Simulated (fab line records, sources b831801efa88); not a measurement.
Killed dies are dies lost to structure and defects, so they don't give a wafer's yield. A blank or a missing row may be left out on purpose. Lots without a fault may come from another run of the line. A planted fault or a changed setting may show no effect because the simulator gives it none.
Which tool did it? | flow gf180mcu | 14 lots, 42 wafers sampled, at 6 steps of a route of 602

WHAT THE GAUGES READ, wafer by wafer
GF_LVPWELL_TW_MEAS_11.
lot  | measured    | on            | LVPWELL_TW
L841 | day 3 23:47 | film_metro-01 | 559.4 558.5 557.9
L842 | day 4 04:51 | film_metro-04 | 552.2 558.1 553.4
L843 | day 4 10:58 | film_metro-04 | 553.4 558.3 552.0
L844 | day 4 16:14 | film_metro-04 | 552.1 555.8 553.7
L845 | day 4 21:30 | film_metro-01 | 560.7 555.9 555.7
L847 | day 5 07:48 | film_metro-03 | 554.8 557.4 553.8
L848 | day 5 11:11 | film_metro-03 | 554.4 556.7 555.4
L850 | day 6 00:11 | film_metro-04 | 558.0 557.0 561.6
L851 | day 6 05:38 | film_metro-01 | 557.3 553.5 551.8
L852 | day 6 11:19 | film_metro-04 | 559.1 559.7 558.0
L861 | day 8 14:58 | film_metro-04 | 30.0 30.0 29.9
L862 | day 8 20:01 | film_metro-01 | 30.0 29.8 29.8
L863 | day 9 00:46 | film_metro-04 | 556.1 554.8 553.7
L864 | day 9 06:37 | film_metro-01 | 557.1 555.7 557.4

GF_M3_OVL_MEAS_15.
lot  | measured     | on         | M3_OVL (nm)
L841 | day 21 11:40 | overlay-02 | -2 3 6
L842 | day 21 20:51 | overlay-01 | 3 0 6
L843 | day 22 04:51 | overlay-02 | 4 6 -4
L844 | day 22 12:15 | overlay-01 | 4 5 9
L845 | day 23 01:06 | overlay-01 | 8 5 2
L847 | day 23 16:25 | overlay-01 | -13 -2 -2
L848 | day 23 20:00 | overlay-01 | -2 -3 -9
L850 | day 24 19:17 | overlay-02 | 1 -1 1
L851 | day 25 02:05 | overlay-02 | -4 2 1
L852 | day 25 14:25 | overlay-01 | -8 -13 -2
L861 | day 28 01:59 | overlay-02 | 1 -5 -1
L862 | day 28 11:05 | overlay-02 | 1 3 -2
L863 | day 28 12:02 | overlay-02 | -4 -9 -5
L864 | day 28 23:08 | overlay-01 | -12 -7 -7

WHICH TOOL RAN EACH LOT (tool, then ch and the chambers of the sampled wafers, then the start)
lot  | GF_NWELL_STRIP_10                   | GF_LVPWELL_STRIP_10                 | GF_V2_CMP_04                  | GF_V2_ETCH_16
L841 | plasma_asher-01 ch 0,1, day 3 10:22 | plasma_asher-02 ch 0,1, day 3 23:41 | cmp-01 ch 0,2,3, day 19 09:11 | rie_diel-02 ch 0,1,3, day 20 10:17
L842 | plasma_asher-02 ch 0,1, day 3 15:12 | plasma_asher-04 ch 0,1, day 4 04:46 | cmp-02 ch 0,1,2, day 19 18:35 | rie_diel-03 ch 0,2,3, day 20 19:08
L843 | plasma_asher-02 ch 0,1, day 3 21:28 | plasma_asher-04 ch 0, day 4 10:52   | cmp-01 ch 0,1, day 20 03:27   | rie_diel-02 ch 0,3, day 21 03:29
L844 | plasma_asher-02 ch 0,1, day 4 01:52 | plasma_asher-03 ch 0, day 4 16:07   | cmp-01 ch 1,2,3, day 20 10:26 | rie_diel-03 ch 0,2, day 21 10:44
L845 | plasma_asher-02 ch 0,1, day 4 07:33 | plasma_asher-02 ch 0,1, day 4 21:25 | cmp-02 ch 0,3, day 21 00:37   | rie_diel-03 ch 1,2, day 22 00:11
L847 | plasma_asher-02 ch 0,1, day 4 17:25 | plasma_asher-03 ch 0,1, day 5 07:43 | cmp-01 ch 1,2,3, day 21 16:13 | rie_diel-03 ch 0,1,3, day 22 15:44
L848 | plasma_asher-04 ch 0,1, day 4 20:49 | plasma_asher-04 ch 0,1, day 5 11:05 | cmp-02 ch 0,2,3, day 21 20:07 | rie_diel-04 ch 1,2,3, day 22 19:38
L850 | plasma_asher-01 ch 0,1, day 5 08:52 | plasma_asher-02 ch 0,1, day 6 00:05 | cmp-01 ch 0,3, day 22 19:44   | rie_diel-03 ch 1,2,3, day 23 18:53
L851 | plasma_asher-04 ch 0,1, day 5 15:01 | plasma_asher-02 ch 0,1, day 6 05:32 | cmp-01 ch 2,3, day 23 03:52   | rie_diel-02 ch 0,1,2, day 24 02:26
L852 | plasma_asher-01 ch 0,1, day 5 20:07 | plasma_asher-03 ch 0,1, day 6 11:13 | cmp-02 ch 2,3, day 23 16:53   | rie_diel-04 ch 0,2, day 24 15:20
L861 | plasma_asher-01 ch 0,1, day 7 22:25 | plasma_asher-03 ch 1, day 8 14:52   | cmp-02 ch 0,3, day 26 07:56   | rie_diel-04 ch 1,2,3, day 27 05:02
L862 | plasma_asher-02 ch 0,1, day 8 03:16 | plasma_asher-04 ch 0,1, day 8 19:55 | cmp-01 ch 2,3, day 26 16:33   | rie_diel-04 ch 0,1,3, day 27 13:32
L863 | plasma_asher-02 ch 0,1, day 8 07:49 | plasma_asher-03 ch 0, day 9 00:40   | cmp-01 ch 0,2,3, day 26 18:29 | rie_diel-02 ch 0,1,3, day 27 14:56
L864 | plasma_asher-02 ch 0,1, day 8 13:25 | plasma_asher-02 ch 0,1, day 9 06:28 | cmp-01 ch 0,1,3, day 27 04:35 | rie_diel-02 ch 2,3, day 28 01:14
- GF_NWELL_STRIP_10: strips in O2/N2.
- GF_LVPWELL_STRIP_10: strips in O2/N2.
- GF_V2_CMP_04: polishes SiO2.
- GF_V2_ETCH_16: etches BARC in N2/H2.

WHAT THE TOOLS THEMSELVES READ (means of the sampled wafers that have a number; where no wafer has one, the mark that the record gives instead)
GF_NWELL_STRIP_10.
lot  | tool            | chamber_pressure_mTorr (mTorr) | drypump_motor_current_A (A) | heater_power_w (W) | oes_product_au (a.u.) | strip_time_to_endpoint_s (s)
L841 | plasma_asher-01 | 1500.4                         | 6.2                         | 313                | 0.720                 | 37.03
L842 | plasma_asher-02 | 1500.4                         | 5.2                         | 296                | 0.723                 | 36.98
L843 | plasma_asher-02 | 1499.6                         | 5.2                         | 294                | 0.724                 | 36.94
L844 | plasma_asher-02 | 1500.2                         | 5.2                         | 301                | 0.722                 | 37.01
L845 | plasma_asher-02 | 1501.2                         | 5.2                         | 298                | 0.723                 | 37.08
L847 | plasma_asher-02 | 1500.1                         | 5.2                         | 294                | 0.721                 | 36.93
L848 | plasma_asher-04 | 1500.0                         | 5.7                         | 334                | 0.716                 | 37.01
L850 | plasma_asher-01 | 1500.0                         | 6.1                         | 318                | 0.723                 | 36.84
L851 | plasma_asher-04 | 1499.5                         | 5.7                         | 332                | 0.724                 | 36.87
L852 | plasma_asher-01 | 1501.7                         | 6.1                         | 320                | 0.723                 | 36.86
L861 | plasma_asher-01 | -                              | -                           | -                  | -                     | -
L862 | plasma_asher-02 | -                              | -                           | -                  | -                     | -
L863 | plasma_asher-02 | 1500.1                         | 5.2                         | 293                | 0.717                 | 37.08
L864 | plasma_asher-02 | 1501.0                         | 5.1                         | 290                | 0.724                 | 36.93

GF_LVPWELL_STRIP_10.
lot  | tool            | chamber_pressure_mTorr (mTorr) | drypump_motor_current_A (A) | heater_power_w (W) | oes_product_au (a.u.) | strip_time_to_endpoint_s (s)
L841 | plasma_asher-02 | 1499.1                         | 5.2                         | 288                | 0.722                 | 36.92
L842 | plasma_asher-04 | 1501.0                         | 5.7                         | 335                | 0.726                 | 37.11
L843 | plasma_asher-04 | 1499.7                         | 5.8                         | 385                | 0.723                 | 36.96
L844 | plasma_asher-03 | 1500.8                         | 6.8                         | 334                | 0.725                 | 36.96
L845 | plasma_asher-02 | 1499.8                         | 5.1                         | 296                | 0.720                 | 36.99
L847 | plasma_asher-03 | 1500.0                         | 6.2                         | 328                | 0.725                 | 37.01
L848 | plasma_asher-04 | 1499.4                         | 5.8                         | 361                | 0.724                 | 36.90
L850 | plasma_asher-02 | 1500.3                         | 5.2                         | 295                | 0.724                 | 37.20
L851 | plasma_asher-02 | 1499.8                         | 5.2                         | 292                | 0.723                 | 36.97
L852 | plasma_asher-03 | 1500.6                         | 5.5                         | 317                | 0.720                 | 37.06
L861 | plasma_asher-03 | 1498.6                         | 4.9                         | 314                | 0.738                 | 81.37
L862 | plasma_asher-04 | 1499.8                         | 5.7                         | 336                | 0.744                 | 81.32
L863 | plasma_asher-03 | 1499.1                         | 6.8                         | 334                | 0.724                 | 37.10
L864 | plasma_asher-02 | 1499.2                         | 5.2                         | 295                | 0.725                 | 37.21

GF_V2_CMP_04.
lot  | tool   | motor_current_A (A) | time_to_endpoint_s (s)
L841 | cmp-01 | 11.4                | 74
L842 | cmp-02 | 10.8                | 82
L843 | cmp-01 | 12.6                | 87
L844 | cmp-01 | 12.5                | 83
L845 | cmp-02 | 11.9                | 80
L847 | cmp-01 | 12.4                | 85
L848 | cmp-02 | 12.2                | 75
L850 | cmp-01 | 12.1                | 77
L851 | cmp-01 | 11.2                | 80
L852 | cmp-02 | 12.0                | 88
L861 | cmp-02 | 12.0                | 85
L862 | cmp-01 | 11.2                | 81
L863 | cmp-01 | 11.7                | 75
L864 | cmp-01 | 12.8                | 80

GF_V2_ETCH_16.
lot  | tool        | drypump_motor_current_A (A) | oes_product_au (a.u.) | throttle_valve_pct (%)
L841 | rie_diel-02 | 5.8                         | 0.853                 | 13.224
L842 | rie_diel-03 | 5.9                         | 0.855                 | 13.226
L843 | rie_diel-02 | 6.0                         | 0.854                 | 13.229
L844 | rie_diel-03 | 5.8                         | 0.854                 | 13.229
L845 | rie_diel-03 | 5.0                         | 0.855                 | 13.225
L847 | rie_diel-03 | 5.7                         | 0.853                 | 13.231
L848 | rie_diel-04 | 5.7                         | 0.857                 | 13.226
L850 | rie_diel-03 | 5.3                         | 0.855                 | 13.225
L851 | rie_diel-02 | 6.2                         | 0.855                 | 13.223
L852 | rie_diel-04 | 5.4                         | 0.853                 | 13.232
L861 | rie_diel-04 | 5.7                         | 0.858                 | 13.230
L862 | rie_diel-04 | 5.6                         | 0.855                 | 13.218
L863 | rie_diel-02 | 5.8                         | 0.852                 | 13.227
L864 | rie_diel-02 | 6.1                         | 0.854                 | 13.223

THE ANSWER, worked out from the rows above alone
Rule: what is usual is taken from the lots themselves. Put in order of their means at a reading, lots are off if they are a third of the lots or fewer, leave a main group of 4 or more, and stand apart from it by a gap of 3 or more times the standard deviation of the main group's means; of several such gaps the widest counts. A main group whose means are all the same, to the digits that the tables above print for the reading, isn't used. A lot without any number at a reading at which 4 lots or more have one is off too. The other lots that the step has rows for count as sound. The gauges are gone through in route order, then the tools' own readings, and for those a lot's mean is taken as printed above. The first step at which some lot is off is used, and at that step the reading that is off furthest; a lot without a number counts as furthest.
Off: L861, L862, at GF_LVPWELL_TW_MEAS_11 (LVPWELL_TW). The main group: mean 556.1, standard deviation 1.8.
A tool fits if, at a process step before that reading, it ran every lot that is off, and no sound lot after the first of them. The gauges at GF_LVPWELL_TW_MEAS_11 aren't tried: what is off there is off at GF_NWELL_STRIP_10 too, on other tools, and a gauge's error can't cause that. None of those tried fits.

WHAT THE SIMULATOR HAD PUT IN
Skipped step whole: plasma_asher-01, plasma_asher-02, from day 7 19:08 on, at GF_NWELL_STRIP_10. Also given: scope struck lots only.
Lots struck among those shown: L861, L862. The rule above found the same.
